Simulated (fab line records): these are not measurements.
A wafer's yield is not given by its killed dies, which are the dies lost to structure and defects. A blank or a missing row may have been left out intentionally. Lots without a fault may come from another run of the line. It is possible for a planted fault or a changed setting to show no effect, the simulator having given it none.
fab line records | flow sky130
record lots=10 wafers=30 lastDay=50
route steps=708 shown VIA1@461 METAL2@483 PAD_OPEN@708
lots with no fault: from the same line, run without faults
startH: start of the lot's first displayed wafer, in hours after the record's first day | waitH: how many hours have passed since the lot's step before this one | " identical to the entry in the row above | L1.1+2: one row covering several wafers at once | - no value, or no start given | * or withheld: withheld | < > ~ a bound
route shown NAME@n: a module of which the file shows steps, and the number in the route of the first | usual: average and standard deviation across the fault-free wafers | same: alike in all rows | chamber/n: place in a boat | sites: per-site readings | _std_site: the standard deviation of these | _edge_site: outer sites' mean less inner sites' | radiusMm: how far each site lies from the wafer's centre | mask NAME#n: copy n | behind: the most recent tool/chamber to have shaped the wafer | hold: cause of the lot's hold/its duration in hours/its outcome | device: names the non-switching transistor (n, p or np) | end of line: tests run on the same wafers once the route is complete | a step without rows: its recipe alone | killed: dies that structure and defects cost at the first sort, which is not the same as the wafer's yield | map: per-die view of a wafer (x killed, . not killed, _ where there is no die)
set.NAME: the setting the step ran with; set.NAME@STEP: the setting that earlier step ran with | model.NAME: the simulator's own value behind a step, which no gauge read
the route's steps for a sample of lots (tables are steps, rows are wafers)
services: the hour from which a tool's chamber was out of use, counted from the record's first day as startH (under 0 if before that day), plus the number of hours and why
## steps
# step SKY_VIA1_BOW_MEAS_03
# recipe mode=bow
# usual VIA1_BOW=81/7.7
# columns lot.wafer tool chamber startH waitH VIA1_BOW[um]
L503.3 filmMetro-02 - 762.90 0.1 89
L503.5 " - " " 79
L503.6 " - " " 83
L510.1 filmMetro-04 - 824.11 0.2 92
L510.4 " - " " 97
L510.6 " - " " 71
L512.3 filmMetro-04 - 837.39 0.2 83
L512.4 " - " " 71
L512.5 " - " " 89
L514.2 filmMetro-01 - 854.23 0.2 78
L514.3 " - " " 67
L514.6 " - " " 80
L513.2 filmMetro-04 - 856.53 0.3 80
L513.3 " - " " 88
L513.6 " - " " 77
L515.1 filmMetro-01 - 858.08 0.1 89
L515.4 " - " " 81
L515.6 " - " " 81
L516.2 filmMetro-02 - 865.90 0.1 81
L516.4 " - " " 77
L516.6 " - " " 83
L517.2 filmMetro-02 - 879.07 0.2 87
L517.3 " - " " 75
L517.6 " - " " 98
L525.2 filmMetro-04 - 941.84 0.2 79
L525.5 " - " " 71
L525.6 " - " " 82
L526.1 filmMetro-04 - 943.28 0.1 71
L526.2 " - " " 73
L526.6 " - " " 77
# step SKY_METAL2_SPUTTER_00
# recipe material=Ti targetThkNm=15 powerW=3000 timeS=10 chamberPressurePa=0.4
# usual throttleValvePct=30.1/0.74
# columns lot.wafer tool chamber startH waitH throttleValvePct
L503.3 pvdSputter-01 - 792.11 0.2 31.0
L503.5 " - " " 30.1
L503.6 " - " " 30.1
L510.1 pvdSputter-01 - 852.03 0.1 30.5
L510.4 " - " " 31.2
L510.6 " - " " 30.2
L512.3 pvdSputter-01 - 865.41 0.1 29.4
L512.4 " - " " 30.1
L512.5 " - " " 30.4
L514.2 pvdSputter-03 - 881.92 0.2 29.9
L514.3 " - " " 30.1
L514.6 " - " " 30.1
L513.2 pvdSputter-03 - 884.38 0.1 29.6
L513.3 " - " " 29.1
L513.6 " - " " 30.2
L515.1 pvdSputter-03 - 885.86 0.1 30.2
L515.4 " - " " 29.5
L515.6 " - " " 30.0
L516.2 pvdSputter-03 - 892.72 0.1 30.2
L516.4 " - " " 29.3
L516.6 " - " " 29.7
L517.2 pvdSputter-01 - 905.84 0.1 30.3
L517.3 " - " " 31.1
L517.6 " - " " 30.6
L525.2 pvdSputter-01 - 967.72 0.1 30.1
L525.5 " - " " 29.2
L525.6 " - " " 30.9
L526.1 pvdSputter-01 - 968.46 0.2 30.2
L526.2 " - " " 30.6
L526.6 " - " " 30.2
# step SKY_METAL2_SPUTTER_02
# recipe material=AlCu targetThkNm=250 powerW=10600 timeS=13.3 chamberPressurePa=0.4
# usual throttleValvePct=30.1/0.74
# columns lot.wafer tool chamber startH waitH throttleValvePct
L503.3 pvdSputter-01 - 792.15 0.0 31.1
L503.5 " - " " 30.1
L503.6 " - " " 30.6
L510.1 pvdSputter-01 - 852.08 0.0 30.2
L510.4 " - " " 31.0
L510.6 " - " " 30.0
L512.3 pvdSputter-01 - 865.46 0.0 29.1
L512.4 " - " " 30.4
L512.5 " - " " 30.3
L514.2 pvdSputter-03 - 881.97 0.0 29.9
L514.3 " - " " 29.7
L514.6 " - " " 29.9
L513.2 pvdSputter-03 - 884.43 0.0 29.5
L513.3 " - " " 29.2
L513.6 " - " " 30.1
L515.1 pvdSputter-03 - 885.91 0.0 30.1
L515.4 " - " " 29.4
L515.6 " - " " 30.0
L516.2 pvdSputter-03 - 892.77 0.0 30.3
L516.4 " - " " 29.3
L516.6 " - " " 29.7
L517.2 pvdSputter-01 - 905.89 0.0 30.1
L517.3 " - " " 30.8
L517.6 " - " " 30.3
L525.2 pvdSputter-01 - 967.77 0.0 29.7
L525.5 " - " " 29.4
L525.6 " - " " 30.8
L526.1 pvdSputter-01 - 968.51 0.0 30.3
L526.2 " - " " 31.1
L526.6 " - " " 29.8
# step SKY_METAL2_RS_MEAS_05
# recipe thkMeasGauge=four-point-probe reads=TiN_of_METAL2_SPUTTER_04+Ti_of_METAL2_SPUTTER_03+AlCu_of_METAL2_SPUTTER_02+TiN_of_METAL2_SPUTTER_01+Ti_of_METAL2_SPUTTER_00
# usual METAL2_ALCU_RS=0.1271/0.0015
# columns lot.wafer tool chamber startH waitH METAL2_ALCU_RS[ohm/sq]
L503.3 filmMetro-02 - 792.29 0.1 0.1261
L503.5 " - " " 0.1253
L503.6 " - " " 0.1250
L510.1 filmMetro-04 - 852.17 0.0 0.1276
L510.4 " - " " 0.1254
L510.6 " - " " 0.1263
L512.3 filmMetro-03 - 865.59 0.1 0.1271
L512.4 " - " " 0.1282
L512.5 " - " " 0.1270
L514.2 filmMetro-03 - 882.08 0.0 0.1272
L514.3 " - " " 0.1273
L514.6 " - " " 0.1270
L513.2 filmMetro-02 - 884.54 0.0 0.1273
L513.3 " - " " 0.1288
L513.6 " - " " 0.1266
L515.1 filmMetro-02 - 886.00 0.0 0.0979
L515.4 " - " " 0.0986
L515.6 " - " " 0.0979
L516.2 filmMetro-03 - 892.88 0.0 0.0993
L516.4 " - " " 0.0995
L516.6 " - " " 0.0995
L517.2 filmMetro-04 - 906.00 0.0 0.1274
L517.3 " - " " 0.1277
L517.6 " - " " 0.1268
L525.2 filmMetro-03 - 967.88 0.0 0.1261
L525.5 " - " " 0.1253
L525.6 " - " " 0.1258
L526.1 filmMetro-02 - 968.60 0.0 0.1300
L526.2 " - " " 0.1294
L526.6 " - " " 0.1281
# step SKY_METAL2_THK_MEAS_06
# recipe thkMeasGauge=xrf reads=AlCu_of_METAL2_SPUTTER_02
# usual METAL2_ALCU_THK=248/3
# columns lot.wafer tool chamber startH waitH METAL2_ALCU_THK[nm]
L503.3 filmMetro-02 - 792.39 0.1 251
L503.5 " - " " 250
L503.6 " - " " 252
L510.1 filmMetro-04 - 852.29 0.1 248
L510.4 " - " " 253
L510.6 " - " " 250
L512.3 filmMetro-03 - 865.69 0.1 247
L512.4 " - " " 247
L512.5 " - " " 249
L514.2 filmMetro-03 - 882.19 0.1 248
L514.3 " - " " 249
L514.6 " - " " 249
L513.2 filmMetro-02 - 884.65 0.1 249
L513.3 " - " " 247
L513.6 " - " " 248
L515.1 filmMetro-02 - 886.12 0.1 318
L515.4 " - " " 317
L515.6 " - " " 319
L516.2 filmMetro-03 - 892.99 0.1 319
L516.4 " - " " 316
L516.6 " - " " 315
L517.2 filmMetro-04 - 906.11 0.1 249
L517.3 " - " " 248
L517.6 " - " " 250
L525.2 filmMetro-03 - 967.99 0.1 250
L525.5 " - " " 251
L525.6 " - " " 251
L526.1 filmMetro-02 - 968.72 0.1 245
L526.2 " - " " 244
L526.6 " - " " 247
# step SKY_METAL2_CD_MEAS_15
# recipe targetCdNm=140
# usual cdNm=139.6/1.7
# columns lot.wafer tool chamber startH waitH cdNm
L503.3 cdSem-01 - 818.68 - 143.3
L503.5 " - " " 142.5
L503.6 " - " " 142.9
L510.1 cdSem-02 - 878.36 - 139.3
L510.4 " - " " 138.7
L510.6 " - " " 140.1
L512.3 cdSem-02 - 890.45 - 141.7
L512.4 " - " " 141.2
L512.5 " - " " 140.4
L514.2 cdSem-01 - 906.78 - 140.1
L514.3 " - " " 141.4
L514.6 " - " " 140.6
L513.2 cdSem-01 - 910.21 - 138.9
L513.3 " - " " 139.1
L513.6 " - " " 139.1
L515.1 cdSem-02 - 911.46 - 139.0
L515.4 " - " " 138.0
L515.6 " - " " 138.1
L516.2 cdSem-01 - 917.51 - 142.2
L516.4 " - " " 141.1
L516.6 " - " " 140.8
L517.2 cdSem-02 - 930.18 - 139.3
L517.3 " - " " 138.8
L517.6 " - " " 139.6
L525.2 cdSem-02 - 991.29 - 139.3
L525.5 " - " " 138.1
L525.6 " - " " 138.5
L526.1 cdSem-01 - 992.27 - 136.4
L526.2 " - " " 136.3
L526.6 " - " " 138.1
# step SKY_METAL2_METAL_ETCH_19
# recipe targetDepthA=3600 stopOn=SiO2 overEtchFrac=0.3 timeS=78 chemistry=Cl2/BCl3 resistSidewallDeg=88 pressureMtorr=10 icpW=900 biasW=48.5 Cl2_flow_sccm=60 bcl3FlowSccm=30
# usual drypumpMotorCurrentA=6.1/0.32 oesProductAu=0.854/0.0062 throttleValvePct=22.264/0.0091
# columns lot.wafer tool chamber startH waitH drypumpMotorCurrentA oesProductAu rfHoursCounterH throttleValvePct
L503.3 rieMetal-04 1 818.92 0.1 6.5 0.851 - 22.265
L503.5 " 0 " " 6.1 0.859 - 22.253
L503.6 " 1 " " 6.5 0.859 - 22.275
L510.1 rieMetal-02 0 878.61 0.0 6.3 0.850 11 22.272
L510.4 " 0 " " 6.2 0.859 - 22.274
L510.6 " 0 " " 6.3 0.845 - 22.279
L512.3 rieMetal-02 1 890.69 0.1 5.4 0.853 - 22.255
L512.4 " 0 " " 6.2 0.855 - 22.278
L512.5 " 0 " " 6.2 0.850 - 22.261
L514.2 rieMetal-04 1 907.01 0.0 6.5 0.855 10 22.269
L514.3 " 0 " " 6.2 0.861 - 22.274
L514.6 " 1 " " 6.5 0.853 - 22.264
L513.2 rieMetal-02 1 910.45 0.0 5.4 0.850 11 22.262
L513.3 " 0 " " 6.3 0.851 - 22.278
L513.6 " 0 " " 6.2 0.858 - 22.268
L515.1 rieMetal-03 0 911.71 0.0 6.1 0.907 3 22.260
L515.4 " 0 " " 6.1 0.903 - 22.265
L515.6 " 1 " " 6.2 0.901 - 22.268
L516.2 rieMetal-03 0 917.75 0.0 6.1 0.898 3 22.260
L516.4 " 1 " " 6.2 0.891 - 22.251
L516.6 " 0 " " 6.1 0.897 - 22.262
L517.2 rieMetal-04 0 930.41 0.0 6.2 0.851 19 22.271
L517.3 " 0 " " 6.2 0.845 - 22.274
L517.6 " 0 " " 6.2 0.855 - 22.262
L525.2 rieMetal-03 0 991.52 0.0 6.1 0.857 7 22.255
L525.5 " 1 " " 6.2 0.864 - 22.263
L525.6 " 0 " " 6.1 0.848 - 22.268
L526.1 rieMetal-04 1 992.52 0.0 6.5 0.851 15 22.248
L526.2 " 0 " " 6.1 0.854 2 22.271
L526.6 " 1 " " 6.5 0.853 - 22.268
# step SKY_PAD_OPEN_PROBE_99
# usual defectLimitedYield=82.4/1.9 killed_at_M0_to_M3=44/7.1 killed_at_M4_up=3.5/2 killedAtContacts=24/5.3 killedAtFrontEnd=15/4.8 killedAtOther=0.1/0.35 killedDies=86/9.3 killedOpen=47/7.8 killedShort=39/5.9 sort_bin_3_pad_short=0.8/0.42 sort_bin_5_function=10.3/1.4 sort_bin_6_memory=6.4/1.1 sortNPass=406/9.3 sortYieldPct=82.4/1.9
# same grossDies=492 killedAtBackSide=0 sort_bin_4_leakage[%]=0 sort_bin_8_speed[%]=0
# columns lot.wafer tool chamber startH waitH defectLimitedYield[%] killed_at_M0_to_M3 killed_at_M4_up killedAtContacts killedAtFrontEnd killedAtOther killedDies killedOpen killedShort sort_bin_3_pad_short[%] sort_bin_5_function[%] sort_bin_6_memory[%] sortNPass sortYieldPct[%]
L503.3 prober-01 - 1073.73 0.2 83.3 36 3 23 20 0 82 48 34 0.8 11.2 4.7 410 83.3
L503.5 prober-01 - 1073.83 0.2 82.1 35 4 21 27 1 88 51 37 0.8 10.6 6.5 404 82.1
L503.6 prober-01 - 1073.88 0.2 79.1 44 6 36 17 0 103 63 40 1.6 11.6 7.7 389 79.1
L510.1 prober-01 - 1122.83 0.1 85.8 30 0 25 14 1 70 43 27 0.4 8.3 5.5 422 85.8
L510.4 prober-01 - 1122.98 0.2 85.2 38 2 19 14 0 73 42 31 0.6 8.9 5.3 419 85.2
L510.6 prober-01 - 1123.08 0.2 82.7 37 2 32 13 1 85 50 35 0.6 9.3 7.3 407 82.7
L512.3 prober-01 - 1130.46 0.2 86.0 33 3 16 17 0 69 37 32 0.8 8.7 4.5 423 86.0
L512.4 prober-01 - 1130.51 0.2 83.7 38 7 20 15 0 80 43 37 0.6 10.4 5.3 412 83.7
L512.5 prober-01 - 1130.56 0.2 82.7 40 8 21 16 0 85 51 34 1.0 9.6 6.7 407 82.7
L514.2 prober-02 - 1143.40 0.1 83.5 47 4 17 13 0 81 30 51 0.4 10.6 5.5 411 83.5
L514.3 prober-02 - 1143.45 0.2 81.1 52 2 28 11 0 93 52 41 0.6 12.6 5.7 399 81.1
L514.6 prober-02 - 1143.60 0.2 83.5 40 4 25 12 0 81 48 33 0.4 8.3 7.7 411 83.5
L513.2 prober-01 - 1144.99 0.1 80.3 58 4 21 13 1 97 55 42 0.6 11.0 8.1 395 80.3
L513.3 prober-01 - 1145.04 0.2 81.3 51 3 21 17 0 92 54 38 1.0 11.2 6.5 400 81.3
L513.6 prober-01 - 1145.19 0.2 81.3 41 5 22 24 0 92 43 49 1.0 11.6 6.1 400 81.3
L515.1 prober-02 - 1150.09 0.1 82.3 51 4 17 15 0 87 40 47 0.2 11.8 5.7 405 82.3
L515.4 prober-02 - 1150.24 0.2 81.9 40 6 33 10 0 89 52 37 0.8 10.8 6.5 403 81.9
L515.6 prober-02 - 1150.34 0.2 80.5 48 3 32 13 0 96 56 40 0.8 11.2 7.5 396 80.5
L516.2 prober-01 - 1151.38 0.1 81.5 60 6 13 12 0 91 46 45 0.6 11.4 6.5 401 81.5
L516.4 prober-01 - 1151.48 0.2 83.1 43 5 19 16 0 83 44 39 1.2 10.4 5.3 409 83.1
L516.6 prober-01 - 1151.58 0.2 79.7 57 4 24 15 0 100 46 54 1.2 11.4 7.7 392 79.7
L517.2 prober-02 - 1161.61 0.1 85.6 33 6 19 13 0 71 36 35 1.2 9.3 3.9 421 85.6
L517.3 prober-02 - 1161.66 0.2 83.3 40 0 21 21 0 82 40 42 0.6 10.4 5.7 410 83.3
L517.6 prober-02 - 1161.81 0.2 77.6 57 3 32 18 0 110 61 49 1.4 13.4 7.5 382 77.6
L525.2 prober-02 - 1204.09 0.1 81.5 49 2 25 14 1 91 55 36 0.6 11.0 6.9 401 81.5
L525.5 prober-02 - 1204.24 0.2 80.9 59 2 27 6 0 94 51 43 0.2 11.2 7.7 398 80.9
L525.6 prober-02 - 1204.29 0.2 80.5 54 4 24 14 0 96 49 47 0.8 10.8 7.9 396 80.5
L526.1 prober-02 - 1204.79 0.1 81.5 45 2 32 12 0 91 51 40 0.2 11.2 7.1 401 81.5
L526.2 prober-02 - 1204.84 0.1 84.1 35 3 22 18 0 78 52 26 0.4 8.7 6.7 414 84.1
L526.6 prober-02 - 1205.04 0.2 81.7 34 3 45 8 0 90 54 36 1.6 8.5 8.1 402 81.7
# killed by level:class
L503.3 CONTACT:geometricParticle:open=12 VIA2:geometricParticle:open=7 FIELD_ISO:geometricParticle:short=6 VIA3:geometricParticle:open=6 METAL1:geometricParticle:short=5 LI_CONTACT:geometricParticle:open=4 VIA1:geometricParticle:short=4 VIA1:geometricParticle:open=4
L503.5 CONTACT:geometricParticle:open=9 FIELD_ISO:geometricParticle:short=7 VIA3:geometricParticle:open=7 POLY_GATE:geometricParticle:open=5 VIA1:geometricParticle:open=5 FIELD_ISO:geometricParticle:open=4 LI_CONTACT:geometricParticle:open=4 VIA2:geometricParticle:open=4
L503.6 CONTACT:geometricParticle:open=16 VIA3:geometricParticle:open=10 LI_CONTACT:geometricParticle:open=9 VIA2:geometricParticle:open=8 VIA1:geometricParticle:open=8 FIELD_ISO:geometricParticle:short=7 CONTACT:geometricParticle:short=5 LOCAL_INTERCONNECT:geometricParticle:short=4
L510.1 VIA3:geometricParticle:open=9 CONTACT:geometricParticle:open=8 LI_CONTACT:geometricParticle:open=7 FIELD_ISO:geometricParticle:open=6 CONTACT:geometricParticle:short=4 METAL1:geometricParticle:short=4 VIA1:geometricParticle:open=4 POLY_GATE:geometricParticle:short=3
L510.4 LI_CONTACT:geometricParticle:open=10 METAL1:geometricParticle:short=9 VIA2:geometricParticle:open=7 VIA3:geometricParticle:open=7 POLY_GATE:geometricParticle:short=5 CONTACT:geometricParticle:open=5 VIA1:geometricParticle:open=5 POLY_GATE:geometricParticle:open=4
L510.6 CONTACT:geometricParticle:open=12 LI_CONTACT:geometricParticle:open=10 VIA1:geometricParticle:open=9 VIA1:geometricParticle:short=6 METAL1:geometricParticle:short=5 LOCAL_INTERCONNECT:geometricParticle:short=4 METAL2:geometricParticle:short=4 METAL3:geometricParticle:short=4
L512.3 VIA1:geometricParticle:open=9 CONTACT:geometricParticle:open=6 FIELD_ISO:geometricParticle:short=5 FIELD_ISO:geometricParticle:open=4 POLY_GATE:geometricParticle:open=4 METAL1:geometricParticle:short=4 VIA1:geometricParticle:short=4 VIA2:geometricParticle:open=4
L512.4 VIA1:geometricParticle:open=9 CONTACT:geometricParticle:open=8 VIA1:geometricParticle:short=7 FIELD_ISO:geometricParticle:open=6 LI_CONTACT:geometricParticle:open=6 METAL2:geometricParticle:short=5 VIA2:geometricParticle:open=5 METAL4:geometricParticle:short=5
L512.5 VIA1:geometricParticle:open=13 CONTACT:geometricParticle:open=8 VIA1:geometricParticle:short=8 LI_CONTACT:geometricParticle:open=5 METAL4:geometricParticle:short=5 FIELD_ISO:geometricParticle:short=4 POLY_GATE:geometricParticle:open=4 METAL2:geometricParticle:open=4
L514.2 VIA1:geometricParticle:short=9 METAL1:geometricParticle:short=9 VIA3:geometricParticle:open=9 CONTACT:geometricParticle:open=7 FIELD_ISO:geometricParticle:short=6 VIA2:geometricParticle:short=6 CONTACT:geometricParticle:short=5 VIA2:geometricParticle:open=5
L514.3 VIA1:geometricParticle:open=13 LI_CONTACT:geometricParticle:open=12 METAL1:geometricParticle:short=9 VIA2:geometricParticle:open=6 LOCAL_INTERCONNECT:geometricParticle:short=6 VIA3:geometricParticle:open=6 POLY_GATE:geometricParticle:open=5 FIELD_ISO:geometricParticle:short=4
L514.6 VIA3:geometricParticle:open=12 CONTACT:geometricParticle:open=11 LI_CONTACT:geometricParticle:open=6 VIA1:geometricParticle:open=6 METAL2:geometricParticle:short=6 VIA2:geometricParticle:open=5 VIA2:geometricParticle:short=5 POLY_GATE:geometricParticle:short=4
L513.2 VIA1:geometricParticle:open=17 CONTACT:geometricParticle:open=10 METAL2:geometricParticle:short=10 VIA1:geometricParticle:short=9 VIA2:geometricParticle:open=6 FIELD_ISO:geometricParticle:open=5 LI_CONTACT:geometricParticle:open=5 METAL1:geometricParticle:short=4
L513.3 VIA1:geometricParticle:open=15 CONTACT:geometricParticle:open=8 VIA2:geometricParticle:short=7 VIA2:geometricParticle:open=6 POLY_GATE:geometricParticle:open=5 VIA1:geometricParticle:short=5 VIA3:geometricParticle:open=5 LI_CONTACT:geometricParticle:open=4
L513.6 CONTACT:geometricParticle:open=12 METAL2:geometricParticle:short=9 VIA1:geometricParticle:open=7 FIELD_ISO:geometricParticle:open=6 VIA2:geometricParticle:open=6 FIELD_ISO:geometricParticle:short=5 LOCAL_INTERCONNECT:geometricParticle:short=5 METAL1:geometricParticle:short=5
L515.1 VIA1:geometricParticle:open=11 CONTACT:geometricParticle:open=9 VIA1:geometricParticle:short=8 VIA2:geometricParticle:open=7 POLY_GATE:geometricParticle:short=6 METAL2:geometricParticle:short=6 FIELD_ISO:geometricParticle:short=5 VIA3:geometricParticle:open=4
L515.4 LI_CONTACT:geometricParticle:open=15 CONTACT:geometricParticle:open=8 VIA1:geometricParticle:open=8 VIA3:geometricParticle:short=6 VIA2:geometricParticle:open=6 METAL1:geometricParticle:short=5 LOCAL_INTERCONNECT:geometricParticle:short=4 METAL4:geometricParticle:short=4
L515.6 VIA1:geometricParticle:open=11 CONTACT:geometricParticle:open=10 VIA3:geometricParticle:open=9 CONTACT:geometricParticle:short=7 LI_CONTACT:geometricParticle:open=6 VIA2:geometricParticle:open=6 METAL1:geometricParticle:short=5 VIA3:geometricParticle:short=5
L516.2 VIA1:geometricParticle:open=19 VIA3:geometricParticle:open=9 METAL1:geometricParticle:short=7 METAL4:geometricParticle:short=6 VIA1:geometricParticle:short=6 CONTACT:geometricParticle:short=5 METAL2:geometricParticle:short=5 VIA2:geometricParticle:open=5
L516.4 METAL1:geometricParticle:short=11 VIA1:geometricParticle:open=9 CONTACT:geometricParticle:open=8 VIA2:geometricParticle:open=7 FIELD_ISO:geometricParticle:open=6 POLY_GATE:geometricParticle:short=5 CONTACT:geometricParticle:short=5 VIA1:geometricParticle:short=5
L516.6 VIA1:geometricParticle:open=12 CONTACT:geometricParticle:open=9 VIA3:geometricParticle:open=8 METAL3:geometricParticle:short=7 LOCAL_INTERCONNECT:geometricParticle:short=6 METAL1:geometricParticle:short=6 POLY_GATE:geometricParticle:short=5 VIA3:geometricParticle:short=5
L517.2 VIA2:geometricParticle:open=7 LI_CONTACT:geometricParticle:open=7 VIA1:geometricParticle:open=7 FIELD_ISO:geometricParticle:short=4 POLY_GATE:geometricParticle:short=4 CONTACT:geometricParticle:open=4 CONTACT:geometricParticle:short=4 METAL4:geometricParticle:short=4
L517.3 VIA1:geometricParticle:open=15 CONTACT:geometricParticle:open=7 FIELD_ISO:geometricParticle:short=6 POLY_GATE:geometricParticle:short=6 METAL2:geometricParticle:short=6 POLY_GATE:geometricParticle:open=5 LI_CONTACT:geometricParticle:open=5 METAL1:geometricParticle:short=5
L517.6 LI_CONTACT:geometricParticle:open=12 CONTACT:geometricParticle:open=10 VIA1:geometricParticle:open=9 METAL2:geometricParticle:short=8 POLY_GATE:geometricParticle:open=7 VIA3:geometricParticle:short=7 VIA3:geometricParticle:open=7 VIA2:geometricParticle:open=7
L525.2 VIA1:geometricParticle:open=12 LI_CONTACT:geometricParticle:open=8 CONTACT:geometricParticle:open=7 CONTACT:geometricParticle:short=7 VIA2:geometricParticle:open=7 VIA3:geometricParticle:open=6 VIA1:geometricParticle:short=5 METAL2:geometricParticle:short=5
L525.5 VIA1:geometricParticle:open=14 VIA2:geometricParticle:open=13 LI_CONTACT:geometricParticle:open=8 CONTACT:geometricParticle:open=8 CONTACT:geometricParticle:short=6 LI_CONTACT:geometricParticle:short=5 METAL1:geometricParticle:short=5 VIA1:geometricParticle:short=5
L525.6 VIA1:geometricParticle:open=13 VIA2:geometricParticle:open=10 CONTACT:geometricParticle:open=7 VIA1:geometricParticle:short=7 METAL1:geometricParticle:short=6 VIA3:geometricParticle:open=6 CONTACT:geometricParticle:short=5 FIELD_ISO:geometricParticle:short=4
L526.1 CONTACT:geometricParticle:open=11 VIA1:geometricParticle:open=10 CONTACT:geometricParticle:short=9 METAL2:geometricParticle:short=8 VIA3:geometricParticle:open=7 METAL1:geometricParticle:short=7 LI_CONTACT:geometricParticle:open=7 VIA2:geometricParticle:open=4
L526.2 CONTACT:geometricParticle:open=10 VIA1:geometricParticle:open=9 POLY_GATE:geometricParticle:open=8 LI_CONTACT:geometricParticle:open=6 VIA1:geometricParticle:short=5 LOCAL_INTERCONNECT:geometricParticle:short=4 METAL2:geometricParticle:short=4 VIA2:geometricParticle:open=4
L526.6 CONTACT:geometricParticle:open=16 LI_CONTACT:geometricParticle:open=14 CONTACT:geometricParticle:short=7 VIA1:geometricParticle:open=7 LOCAL_INTERCONNECT:geometricParticle:short=6 VIA3:geometricParticle:short=5 VIA3:geometricParticle:open=5 METAL3:geometricParticle:short=4
## services
# columns tool chamber startH hours kind
rieMetal-04 - 791.89 1.4 pm
rieMetal-03 1 798.07 3.4 repair
pvdSputter-01 - 799.47 5.5 repair
rieMetal-03 - 813.40 2.8 pm
pvdSputter-01 3 832.59 - consumableReplace:kit
pvdSputter-01 3 832.59 18.0 scheduledDown
pvdSputter-01 3 832.59 18.0 ventCycle
rieMetal-03 0 833.06 - clean
rieMetal-03 0 833.06 15.4 scheduledDown
rieMetal-03 0 833.06 15.4 ventCycle
pvdSputter-01 - 849.20 0.5 repair
pvdSputter-03 3 853.00 - consumableReplace:kit
pvdSputter-03 3 853.00 18.0 scheduledDown
pvdSputter-03 3 853.00 18.0 ventCycle
rieMetal-04 1 885.58 21.1 repair
pvdSputter-01 - 892.50 10.0 repair
pvdSputter-01 - 924.79 6.6 repair
rieMetal-04 0 935.17 - clean
rieMetal-04 0 935.17 13.2 scheduledDown
rieMetal-04 0 935.17 13.2 ventCycle
pvdSputter-01 - 974.30 11.3 repair
rieMetal-04 - 981.06 0.5 repair
pvdSputter-03 - 989.84 2.7 repair
## key
firstSign step=SKY_METAL2_RS_MEAS_05 reading=METAL2_ALCU_RS direction=down sigmas=19 usual=0.1271 struck=0.0988
effect step=SKY_METAL2_THK_MEAS_06 reading=METAL2_ALCU_THK direction=up sigmas=23 usual=248 struck=317
effect step=SKY_METAL2_METAL_ETCH_19 reading=oesProductAu direction=up sigmas=7.3 usual=0.854 struck=0.900
metAt SKY_METAL2_SPUTTER_02
struckLots L515,L516
notActingAt SKY_VIA1_BOW_MEAS_03,SKY_METAL2_SPUTTER_00,SKY_METAL2_CD_MEAS_15
onsetBetween 884.43 885.91
fault kind=processParameterDrift tool=pvdSputter-03 chamber=- onsetH=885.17 steps=SKY_METAL2_SPUTTER_02 channel=timeS offset=* shape=step endH=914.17 actsIn=* stated=*
